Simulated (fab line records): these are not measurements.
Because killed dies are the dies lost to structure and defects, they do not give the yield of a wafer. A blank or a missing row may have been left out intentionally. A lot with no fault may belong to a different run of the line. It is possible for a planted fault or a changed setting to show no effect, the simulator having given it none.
Which tool did it?	flow gf180mcu	36 wafers from 12 lots sampled at 4 of the route's 602 steps

## WHAT EACH GAUGE READ, for each wafer
Not one reading of a measure or inspect step in the record can be checked against a usual standard deviation.

## EACH LOT AND THE TOOL THAT RAN IT (in order: tool; ch and the chambers of the sampled wafers; start)
lot	GF_MVSD_STRIP_10	GF_POLY_GATE_ETCH_13	GF_V2_ETCH_16	GF_M3_STRIP_17
L300	plasmaAsher-01 ch 0,1, day 4 17:44	rieSi-02 ch 1,2,3, day 9 10:57	rieDiel-02 ch 0,1, day 20 18:21	plasmaAsher-03 ch 1, day 21 20:23
L301	plasmaAsher-01 ch 0,1, day 4 21:43	rieSi-02 ch 0,1,2, day 9 17:54	rieDiel-03 ch 0,2, day 21 02:06	plasmaAsher-02 ch 0,1, day 22 03:57
L302	plasmaAsher-01 ch 0,1, day 5 03:02	rieSi-02 ch 1,2, day 9 23:36	rieDiel-03 ch 1,2,3, day 21 12:51	plasmaAsher-04 ch 0,1, day 22 15:21
L305	plasmaAsher-04 ch 0,1, day 5 20:26	rieSi-02 ch 0,2,3, day 10 23:09	rieDiel-04 ch 0,1,2, day 22 16:45	plasmaAsher-03 ch 0,1, day 23 17:25
L306	plasmaAsher-04 ch 0,1, day 6 03:08	rieSi-02 ch 0,3, day 11 07:26	rieDiel-04 ch 0,2,3, day 23 04:42	plasmaAsher-04 ch 0,1, day 24 04:46
L307	plasmaAsher-01 ch 0,1, day 6 07:32	rieSi-02 ch 0,3, day 11 13:15	rieDiel-02 ch 0,1, day 23 10:36	plasmaAsher-02 ch 0,1, day 24 11:05
L309	plasmaAsher-01 ch 0,1, day 6 21:46	rieSi-02 ch 0,1,3, day 12 09:05	rieDiel-03 ch 2,3, day 24 08:11	plasmaAsher-04 ch 0,1, day 25 08:04
L310	plasmaAsher-02 ch 0, day 7 01:29	rieSi-02 ch 0,1,3, day 12 11:48	rieDiel-02 ch 0,1, day 24 13:12	plasmaAsher-02 ch 0,1, day 25 12:49
L319	plasmaAsher-02 ch 1, day 9 06:32	rieSi-02 ch 0,2,3, day 15 06:33	rieDiel-04 ch 1,3, day 27 07:42	plasmaAsher-04 ch 1, day 28 09:58
L320	plasmaAsher-04 ch 0,1, day 9 13:11	rieSi-02 ch 0,2,3, day 15 12:59	rieDiel-04 ch 1,2,3, day 27 13:41	plasmaAsher-03 ch 0,1, day 28 13:05
L321	plasmaAsher-01 ch 0,1, day 9 19:14	rieSi-01 ch 0,1,3, day 15 22:29	rieDiel-02 ch 0,1,2, day 27 22:30	plasmaAsher-03 ch 0,1, day 28 17:26
L322	plasmaAsher-01 ch 0,1, day 10 00:50	rieSi-02 ch 0,2,3, day 16 07:38	rieDiel-04 ch 0,1,3, day 28 11:24	plasmaAsher-03 ch 0,1, day 29 07:48
- GF_MVSD_STRIP_10: strips in O2/N2.
- GF_POLY_GATE_ETCH_13: etches poly-Si in HBr/Cl2, stops on SiO2, target depth 198.5 nm, time 69.6 s.
- GF_V2_ETCH_16: etches BARC in N2/H2.
- GF_M3_STRIP_17: strips in O2/N2.

## AS READ BY THE TOOLS THEMSELVES (means over the sampled wafers that have a number; for cases with no such wafer, the mark the record gives instead)
GF_MVSD_STRIP_10.
lot	tool	drypumpMotorCurrentA (A)	heaterPowerW (W)	oesProductAu (a.u.)	stripTimeToEndpointS (s)
L300	plasmaAsher-01	6.4	381	0.722	36.99
L301	plasmaAsher-01	6.2	368	0.726	36.94
L302	plasmaAsher-01	6.2	359	0.726	37.02
L305	plasmaAsher-04	6.1	313	0.724	36.77
L306	plasmaAsher-04	6.1	309	0.718	36.92
L307	plasmaAsher-01	6.2	366	0.726	37.04
L309	plasmaAsher-01	6.4	385	0.721	36.94
L310	plasmaAsher-02	5.7	347	0.723	36.92
L319	plasmaAsher-02	5.7	339	0.722	36.97
L320	plasmaAsher-04	6.0	318	0.721	36.90
L321	plasmaAsher-01	6.4	387	0.727	37.07
L322	plasmaAsher-01	6.4	384	0.723	37.03

GF_POLY_GATE_ETCH_13.
lot	tool	drypumpMotorCurrentA (A)	oesProductAu (a.u.)	runLengthS (s)	throttleValvePct (%)
L300	rieSi-02	5.8	0.991	97.8	33.688
L301	rieSi-02	5.8	0.990	97.9	33.685
L302	rieSi-02	5.7	0.987	98.2	33.678
L305	rieSi-02	5.6	0.996	97.9	33.683
L306	rieSi-02	5.7	0.993	97.6	33.682
L307	rieSi-02	5.7	0.953	102.5	33.680
L309	rieSi-02	5.9	0.948	102.8	33.688
L310	rieSi-02	5.8	0.949	102.7	33.691
L319	rieSi-02	5.6	1.001	97.5	33.679
L320	rieSi-02	5.6	0.983	97.5	33.683
L321	rieSi-01	5.1	0.977	97.7	33.684
L322	rieSi-02	5.6	0.997	97.9	33.683

GF_V2_ETCH_16.
lot	tool	drypumpMotorCurrentA (A)	oesProductAu (a.u.)	throttleValvePct (%)
L300	rieDiel-02	5.7	0.856	13.233
L301	rieDiel-03	5.9	0.859	13.232
L302	rieDiel-03	5.7	0.851	13.222
L305	rieDiel-04	5.7	0.854	13.221
L306	rieDiel-04	5.5	0.854	13.224
L307	rieDiel-02	5.7	0.853	13.234
L309	rieDiel-03	5.9	0.853	13.210
L310	rieDiel-02	5.5	0.855	13.212
L319	rieDiel-04	5.9	0.856	13.232
L320	rieDiel-04	5.5	0.858	13.226
L321	rieDiel-02	5.4	0.852	13.222
L322	rieDiel-04	5.8	0.856	13.227

GF_M3_STRIP_17.
lot	tool	drypumpMotorCurrentA (A)	heaterPowerW (W)	oesProductAu (a.u.)	stripTimeToEndpointS (s)
L300	plasmaAsher-03	4.8	350	0.536	7.38
L301	plasmaAsher-02	5.7	340	0.538	7.36
L302	plasmaAsher-04	6.0	320	0.529	7.38
L305	plasmaAsher-03	5.2	368	0.537	7.34
L306	plasmaAsher-04	6.1	310	0.535	7.38
L307	plasmaAsher-02	5.7	337	0.535	7.28
L309	plasmaAsher-04	6.0	315	0.539	7.37
L310	plasmaAsher-02	5.7	336	0.536	7.38
L319	plasmaAsher-04	5.9	326	0.533	7.42
L320	plasmaAsher-03	5.2	374	0.541	7.42
L321	plasmaAsher-03	5.6	392	0.538	7.42
L322	plasmaAsher-03	5.6	391	0.536	7.37

## THE ANSWER, worked out from the rows above alone
Rule: the usual values come from the lots themselves. Put in order of their means at a reading, lots are off if they are a third of the lots or fewer, leave a main group of 4 or more, and stand apart from it by a gap of 3 or more times the standard deviation of the main group's means; of several such gaps the widest counts. Not used: any main group whose means are identical at the precision the tables above print for the reading. A lot without any number at a reading at which 4 lots or more have one is off too. The other lots that the step has rows for count as sound. The gauges are gone through in route order, then the tools' own readings, and for those a lot's mean is taken as printed above. At the first step where some lot is off, the reading lying furthest off is the one used; lots without a number count as furthest.
Off at GF_POLY_GATE_ETCH_13 (runLengthS): L307, L309, L310. For the main group the mean is 97.8 s and the standard deviation 0.21.
If a tool, at that step or one of the process steps before it, ran each lot that is off and ran no sound lot following the first of them, it fits. No candidate that was tried fits.

## WHAT WAS PUT IN BY THE SIMULATOR
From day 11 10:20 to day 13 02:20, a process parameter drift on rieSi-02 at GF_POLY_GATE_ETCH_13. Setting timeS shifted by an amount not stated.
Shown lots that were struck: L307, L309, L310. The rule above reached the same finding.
